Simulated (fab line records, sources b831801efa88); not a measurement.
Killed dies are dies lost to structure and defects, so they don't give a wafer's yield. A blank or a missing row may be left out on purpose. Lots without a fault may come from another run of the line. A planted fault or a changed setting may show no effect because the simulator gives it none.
Chamber matching | flow sky130 | SKY_VIA4_CMP_21 on cmp-01: 4 sister chambers
The step polishes, stops on SiO2, t overpolish 25 s, target thk 0 nm. 14 wafers are shown with their chamber, then 6 later ones without.

WAFERS WITH THEIR CHAMBER
wafer  | chamber | motor_current_A (A) | time_to_endpoint_s (s) | edge_zone_pressure_frac
L812.1 | 1       | 11.1                | 131                    | 0.989
L812.3 | 3       | 10.0                | 128                    | 0.999
L819.1 | 1       | 11.1                | 128                    | 0.992
L819.3 | 3       | 10.1                | 126                    | 1.001
L819.4 | 2       | 10.0                | 125                    | 1.001
L820.2 | 3       | 9.8                 | 123                    | 0.998
L820.3 | 2       | 9.5                 | 117                    | 0.997
L820.4 | 0       | 10.9                | 119                    | 0.997
L821.3 | 1       | 11.1                | 124                    | 1.002
L821.4 | 0       | 11.2                | 123                    | 1.007
L821.5 | 2       | 9.8                 | 116                    | 1.003
L825.2 | 2       | 10.1                | 118                    | 0.993
L825.3 | 3       | 9.9                 | 125                    | 0.993
L825.4 | 1       | 10.9                | 121                    | 1.008

SIGNATURES (means of the wafers above)
reading                 | chamber 0 | chamber 1 | chamber 2 | chamber 3 | scatter within a chamber
motor_current_A         | 11.050    | 11.050    | 9.850     | 9.950     | 0.183
time_to_endpoint_s      | 121.00    | 126.00    | 119.00    | 125.50    | 3.59
edge_zone_pressure_frac | 1.00200   | 0.99775   | 0.99850   | 0.99775   | 0.00614
Rule: a wafer's distance from a chamber is the root of the sum, over the readings, of the square of ((its reading less the chamber's mean) divided by the reading's scatter). The wafer belongs to the nearest chamber; if the next one is less than 2 further off, it can't be placed. The scatter: the root of (the sum of the squares of (reading less its chamber's mean) over the shown wafers, divided by (wafers less chambers)).

WAFERS WITHOUT THEIR CHAMBER
wafer  | motor_current_A (A) | time_to_endpoint_s (s) | edge_zone_pressure_frac
L829.1 | 9.6                 | 122                    | 0.993
L829.2 | 10.6                | 126                    | 1.001
L829.4 | 9.9                 | 124                    | 0.996
L830.2 | 11.0                | 126                    | 0.997
L830.4 | 9.6                 | 125                    | 1.002
L830.5 | 11.2                | 129                    | 1.001

WHICH CHAMBER EACH WENT THROUGH
wafer  | from the rows above          | in truth
L829.1 | can't be placed: 2 or 3      | 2
L829.2 | can't be placed: 1 or 0 or 3 | 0
L829.4 | can't be placed: 3 or 2      | 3
L830.2 | can't be placed: 1 or 0      | 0
L830.4 | can't be placed: 3 or 2      | 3
L830.5 | can't be placed: 1 or 0      | 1
Placed correctly: 0 of 6. Can't be placed from these rows: 6 (the true chamber is among the candidates in 6). Placed wrongly: 0.
